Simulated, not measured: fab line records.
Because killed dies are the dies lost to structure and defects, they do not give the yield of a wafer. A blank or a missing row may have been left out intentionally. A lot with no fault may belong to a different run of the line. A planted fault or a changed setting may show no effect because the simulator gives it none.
A lot that was struck, set against a sound lot + flow sky130 + 27 steps out of a route of 708
Sound: wafers L103.1, L103.2, L103.4. Struck: wafer L112.4. (L112.6 of the same lot was not struck and is left out.) The cause comes at the end.
For every step that has rows: the tool of each side, followed by ch and its chambers, followed by its first start. Under that, the readings that differ: sound wafers + struck wafers + difference of the means + sigmas: that difference in standard deviations of wafers without a fault.
alike: readings with means less than 2 such deviations apart, plus words and numbers identical on both sides. not compared: withheld readings, readings lacking a value on some wafer, bounds such as >300 that could conceal the same value, and numbers that have no deviation in the record and whose values overlap.
A row with sigmas, a row that says differs or no value, or rows on one side alone: a step with any of these is where the two part. Numbers that don't overlap but have no deviation are shown without sigmas and don't part them. A reading missing from all wafers of one side parts the sides only when that side holds two or more wafers.

first, 2 steps without rows for these wafers: SKY_LDD_LDN_PEB_05; SKY_LDD_LDN_DEVELOP_06 (develop time 60 s).
SKY_LDD_LDN_OVL_MEAS_07:
  struck on overlay-01, day 27 13:36; sound on overlay-02, day 23 22:50
  alike: LDD_LDN_OVL
then, 4 steps without rows for these wafers: SKY_LDD_LDN_IMPLANT_08; SKY_LDD_LDN_IMPLANT_09; SKY_LDD_LDN_IMPLANT_10; SKY_LDD_LDN_IMPLANT_11.
SKY_LDD_LDN_STRIP_12: strips in O2/N2.
  sound on plasma_asher-01 ch 0,1, day 23 23:28; struck on plasma_asher-02 ch 0, day 27 14:15
| reading                      | sound             | struck | difference | sigmas |
|------------------------------|-------------------|--------|------------|--------|
| strip_time_to_endpoint_s (s) | 14.20 14.19 14.17 | 14.27  | +0.08      | +2     |
  alike: drypump_motor_current_A, oes_product_au
  not compared: rf_hours_counter_h
SKY_LDD_LDN_TW_MEAS_13:
  struck on film_metro-04, day 27 14:20; sound on film_metro-02, day 23 23:34
  alike: LDD_LDN_TW
then, 2 steps without rows for these wafers: SKY_LDD_LDN_CLEAN_14 (cleans in SC1/SC2, time 150 s); SKY_SPACER_CVD_00 (deposits Si3N4 from DCS/NH3, target thk 43.1 nm, time 740 s).
SKY_SPACER_THK_MEAS_01:
  struck on film_metro-02, day 27 15:42; sound on film_metro-04, day 24 02:28
  alike: SPACER_CVD_00_THK
SKY_SPACER_ETCHBACK_02: etches Si3N4 in CH3F/O2, stops on SiO2, time 46.7 s, target depth 45 nm.
  sound on rie_diel-01 ch 0,1,3, day 24 02:31; struck on rie_diel-03 ch 3, day 27 15:44
| reading                                    | sound                | struck | difference | sigmas |
|--------------------------------------------|----------------------|--------|------------|--------|
| oes_product_au (a.u.)                      | 0.850 0.853 0.845    | 0.730  | -0.119     | -18    |
| rf_hours_counter_h (h)                     | 3 5 8                | 1      | -4         |        |
| run_length_s (s)                           | 74.6 74.9 75.0       | 91.2   | +16.4      | +38    |
| throttle_valve_pct (%)                     | 10.555 10.573 10.567 | 10.542 | -0.023     | -2     |
| model.SiO2_of_SONOS_ONO_CVD_04.thk_nm (nm) | 4.129 4.17 4.061     | 2.783  | -1.337     |        |
  alike: ch3f_flow_sccm, drypump_motor_current_A
then, 8 steps without rows for these wafers: SKY_POLY_CUT_DEHYDRATE_00 (time 60 s); SKY_POLY_CUT_HMDS_01 (prime time 60 s); SKY_POLY_CUT_COAT_02 (resist thk 60 nm); SKY_POLY_CUT_COAT_03 (resist thk 450 nm); SKY_POLY_CUT_SOFTBAKE_04 (time 90 s); SKY_POLY_CUT_EXPOSE_05 (exposes mask NPCM, target cd 270 nm); SKY_POLY_CUT_PEB_06; SKY_POLY_CUT_DEVELOP_07 (develop time 60 s).
SKY_POLY_CUT_CD_MEAS_08: the cd target is 270 nm.
  struck on cd_sem-02, day 28 20:05; sound on cd_sem-02, day 25 08:50
  alike: cd_nm
SKY_POLY_CUT_OVL_MEAS_09:
  struck on overlay-01, day 28 20:10; sound on overlay-02, day 25 08:57
  alike: POLY_CUT_OVL
SKY_POLY_CUT_ETCH_10: etches BARC in N2/H2, stops on SiO2, time 45.9 s, target depth 60 nm.
  sound on rie_diel-04 ch 0,1,3, day 25 08:59; struck on rie_diel-02 ch 3, day 28 20:11
  alike: drypump_motor_current_A, oes_product_au, throttle_valve_pct
  not compared: rf_hours_counter_h
SKY_POLY_CUT_ETCH_11: etches Si3N4 in CF4/CH2F2/Ar, stops on poly-Si, time 42.5 s, target depth 60 nm.
  sound on rie_diel-04 ch 0,1,3, day 25 09:02; struck on rie_diel-02 ch 3, day 28 20:14
| reading                              | sound             | struck | difference | sigmas |
|--------------------------------------|-------------------|--------|------------|--------|
| oes_product_au (a.u.)                | 0.824 0.827 0.826 | 0.792  | -0.034     | -5     |
| model.etch.depth_nm (nm)             | 60.89 61.13 60.98 | 57.62  | -3.38      |        |
| model.POLY_CUT.feature_depth_nm (nm) | 60.89 61.13 60.98 | 57.62  | -3.38      |        |
  alike: drypump_motor_current_A, throttle_valve_pct
  not compared: rf_hours_counter_h
SKY_POLY_CUT_STRIP_12: strips in O2/N2.
  sound on plasma_asher-02 ch 0,1, day 25 09:04; struck on plasma_asher-02 ch 1, day 28 20:18
  alike: drypump_motor_current_A, oes_product_au, strip_time_to_endpoint_s
  not compared: rf_hours_counter_h
-- record jumps: 20 days separate the struck wafers' starts on either side; left off in module POLY_CUT, taken up again in module PAD_OPEN, whose first shown step is the route's number 708 --
SKY_PAD_OPEN_PROBE_99:
  struck on prober-02, day 49 02:30; sound on prober-01, day 46 16:39
| reading                                 | sound             | struck | difference | sigmas |
|-----------------------------------------|-------------------|--------|------------|--------|
| model.etest.pfet_01v8.r_on_ohm_um       | 2958 2954 3001    | 2649   | -322       |        |
| model.etest.res_pdiff.line_ohm_um       | 1396 1361 1395    | 1246   | -138       |        |
| model.etest.res_ndiff.line_ohm_um       | 768.9 751.3 768.6 | 717.5  | -45.4      |        |
| model.etest.sonos_uncharged.r_on_ohm_um | 819.4 813.3 812.2 | 787.3  | -27.7      |        |
| model.etest.pfet_01v8.drive_ua_um       | 187.4 187.9 184   | 219.3  | +32.9      |        |
| model.etest.sram_pfet_latch.drive_ua_um | 136.4 141.1 137.2 | 168.4  | +30.2      |        |
| model.etest.pfet_01v8_hvt.drive_ua_um   | 139.6 138.9 137.6 | 163.8  | +25.1      |        |
| model.etest.res_pdiff.rs_ohm_sq         | 202.3 203 200.8   | 184.3  | -17.7      |        |
  alike: killed_at_M0_to_M3, killed_at_M4_up, killed_at_contacts, killed_at_front_end, killed_at_other, killed_dies, killed_open, killed_short

WHERE THEY PART
First at SKY_LDD_LDN_STRIP_12; last, within this record, at SKY_POLY_CUT_ETCH_11. Later steps at which nothing parts them and some readings are alike: SKY_POLY_CUT_STRIP_12, SKY_PAD_OPEN_PROBE_99.

WHY: the cause the simulator had injected
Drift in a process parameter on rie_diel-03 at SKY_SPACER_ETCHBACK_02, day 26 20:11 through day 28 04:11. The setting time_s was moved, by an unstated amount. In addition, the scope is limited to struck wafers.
